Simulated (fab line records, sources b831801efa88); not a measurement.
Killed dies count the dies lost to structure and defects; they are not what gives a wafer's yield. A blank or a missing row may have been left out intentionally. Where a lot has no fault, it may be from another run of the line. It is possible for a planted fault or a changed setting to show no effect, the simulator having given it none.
What tool caused it? | flow sfqLine | at 1 step of a route of 325, 14 lots with 42 wafers sampled

WHAT THE GAUGES READ, wafer by wafer
The record holds no reading of a measuring or inspecting step that can be judged against a usual standard deviation.

WHAT TOOL EACH LOT RAN ON (gives the tool, then ch and the chambers of the sampled wafers, and finally the start)
lot  | SFQ_TRILAYER_I7_VIA_ETCH_VIA_ETCH_190
L924 | rieDiel-04 ch 0,1,2, day 72 07:11
L925 | rieDiel-02 ch 0,2,3, day 72 08:23
L928 | rieDiel-02 ch 1,2, day 72 17:51
L929 | rieDiel-02 ch 0,1, day 72 20:15
L930 | rieDiel-01 ch 0,1,2, day 72 21:27
L931 | rieDiel-04 ch 0,1,2, day 73 01:03
L934 | rieDiel-02 ch 0,2, day 79 23:54
L936 | rieDiel-01 ch 0,1,2, day 80 02:18
L937 | rieDiel-02 ch 0,1,2, day 80 03:30
L941 | rieDiel-01 ch 0,3, day 80 23:31
L944 | rieDiel-04 ch 0,2,3, day 82 08:19
L945 | rieDiel-04 ch 0,1,2, day 82 16:52
L946 | rieDiel-02 ch 0,1, day 82 23:19
L947 | rieDiel-01 ch 0,3, day 88 04:16
- SFQ_TRILAYER_I7_VIA_ETCH_VIA_ETCH_190: etches SiO2 in CHF3, stops on Nb, target depth 260 nm.

WHAT THE TOOLS THEMSELVES READ (means of the sampled wafers that have a number; where no wafer has one, the mark that the record gives instead)
SFQ_TRILAYER_I7_VIA_ETCH_VIA_ETCH_190.
lot  | tool       | biasW (W) | drypumpMotorCurrentA (A) | oesProductAu (a.u.)
L924 | rieDiel-04 | 80.08     | 6.1                      | 0.856
L925 | rieDiel-02 | 79.93     | 5.7                      | 0.860
L928 | rieDiel-02 | 79.96     | 6.0                      | 0.853
L929 | rieDiel-02 | 79.90     | 5.7                      | 0.853
L930 | rieDiel-01 | 79.94     | 5.7                      | 0.848
L931 | rieDiel-04 | 79.89     | 6.0                      | 0.856
L934 | rieDiel-02 | 79.89     | 6.1                      | 0.852
L936 | rieDiel-01 | 80.05     | 5.7                      | 0.854
L937 | rieDiel-02 | 79.91     | 5.9                      | 0.852
L941 | rieDiel-01 | 80.02     | 5.5                      | 0.858
L944 | rieDiel-04 | 85.00     | 5.9                      | 0.855
L945 | rieDiel-04 | 85.16     | 6.1                      | 0.852
L946 | rieDiel-02 | 79.84     | 5.7                      | 0.853
L947 | rieDiel-01 | 80.04     | 5.5                      | 0.852

THE ANSWER, worked out from the rows above alone
Rule: the usual values come from the lots themselves. Put in order of their means at a reading, lots are off if they are a third of the lots or fewer, leave a main group of 4 or more, and stand apart from it by a gap of 3 or more times the standard deviation of the main group's means; of several such gaps the widest counts. A main group is skipped when, at the precision printed for the reading in the tables above, its means are all equal. Also off: a lot with no number at a reading for which 4 or more lots have one. All remaining lots with rows at the step are treated as sound. Order of review: gauges by route order, followed by the tools' own readings, for which a lot's mean as printed above is used. The first step at which some lot is off is used, and at that step the reading that is off furthest; a lot without a number counts as furthest.
Off: L944, L945, at SFQ_TRILAYER_I7_VIA_ETCH_VIA_ETCH_190 (biasW). The main group: mean 79.95 W, standard deviation 0.073.
A tool fits if, at that step or a process step before it, it ran every lot that is off, and no sound lot after the first of them. One fits: rieDiel-04 at SFQ_TRILAYER_I7_VIA_ETCH_VIA_ETCH_190. A fault onset in the window from L931 (day 73 01:03, its last sound lot) to L944 (day 82 08:19, its first lot off) fits.
On the lots that are off, the tool's own readings at SFQ_TRILAYER_I7_VIA_ETCH_VIA_ETCH_190 differ by more than 5 times the standard deviation of the sound lots' means, which bears it out; biasW reads 85.08 W there versus 79.95 W on the sound lots.

WHAT THE SIMULATOR HAD PUT IN
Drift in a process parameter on rieDiel-04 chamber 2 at SFQ_TRILAYER_I7_VIA_ETCH_VIA_ETCH_190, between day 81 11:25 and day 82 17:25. Setting biasW shifted by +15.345 from 80. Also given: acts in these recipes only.
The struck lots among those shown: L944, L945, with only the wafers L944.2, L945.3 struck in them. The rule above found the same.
